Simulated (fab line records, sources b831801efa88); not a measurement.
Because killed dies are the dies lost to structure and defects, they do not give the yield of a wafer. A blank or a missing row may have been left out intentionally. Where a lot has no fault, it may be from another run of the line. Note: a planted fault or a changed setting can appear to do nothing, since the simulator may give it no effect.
Matching of chambers || flow gf180mcu || GF_SAB_ETCH_11 on rie diel-01: 4 sister chambers
The step etches SiO2 in C4F8/O2/Ar, target depth 55 nm, time 8.5 s. 8 wafers are shown with their chamber, then 9 later ones without.

## EACH WAFER AND ITS CHAMBER
{"wafer": "L074.6", "chamber": 3, "oes product au (a.u.)": 1.010}
{"wafer": "L079.6", "chamber": 3, "oes product au (a.u.)": 1.013}
{"wafer": "L085.5", "chamber": 1, "oes product au (a.u.)": 0.992}
{"wafer": "L087.4", "chamber": 0, "oes product au (a.u.)": 1.005}
{"wafer": "L087.6", "chamber": 2, "oes product au (a.u.)": 0.991}
{"wafer": "L090.2", "chamber": 2, "oes product au (a.u.)": 0.992}
{"wafer": "L090.3", "chamber": 1, "oes product au (a.u.)": 0.980}
{"wafer": "L090.5", "chamber": 0, "oes product au (a.u.)": 1.013}

## WAFERS WITH NO CHAMBER GIVEN
{"wafer": "L093.1", "oes product au (a.u.)": 1.009}
{"wafer": "L093.5", "oes product au (a.u.)": 1.008}
{"wafer": "L093.6", "oes product au (a.u.)": 0.977}
{"wafer": "L096.1", "oes product au (a.u.)": 1.002}
{"wafer": "L096.3", "oes product au (a.u.)": 0.987}
{"wafer": "L096.5", "oes product au (a.u.)": 0.992}
{"wafer": "L097.3", "oes product au (a.u.)": 1.013}
{"wafer": "L097.4", "oes product au (a.u.)": 1.025}
{"wafer": "L097.6", "oes product au (a.u.)": 1.004}

## WHICH CHAMBER EACH ONE RAN IN
{"wafer": "L093.1", "from the rows above": "can't be placed: 0 or 3", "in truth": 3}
{"wafer": "L093.5", "from the rows above": "can't be placed: 0 or 3", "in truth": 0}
{"wafer": "L093.6", "from the rows above": "can't be placed: 1 or 2", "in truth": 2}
{"wafer": "L096.1", "from the rows above": "can't be placed: 0 or 3 or 2 or 1", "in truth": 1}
{"wafer": "L096.3", "from the rows above": "can't be placed: 1 or 2", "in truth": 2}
{"wafer": "L096.5", "from the rows above": "can't be placed: 2 or 1", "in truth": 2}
{"wafer": "L097.3", "from the rows above": "can't be placed: 3 or 0", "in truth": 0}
{"wafer": "L097.4", "from the rows above": "can't be placed: 3 or 0", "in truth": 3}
{"wafer": "L097.6", "from the rows above": "can't be placed: 0 or 3 or 2", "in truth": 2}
Correctly placed: 0 of 9. From these rows, 9 cannot be placed; in 9 the true chamber is one of the candidates. Placed wrongly: 0.
How it was worked out, from the rows above alone: a wafer's distance from a chamber is the root of the sum, over the readings, of the square of ((its reading less the chamber's mean) divided by the reading's scatter). If the next closest chamber is less than 2 further off than the closest, the wafer can't be placed; otherwise it belongs to the closest. For every chamber, the mean is computed from those of its wafers that are shown. The scatter: the root of (the sum of the squares of (reading less its chamber's mean) over the shown wafers, divided by (wafers less chambers)).
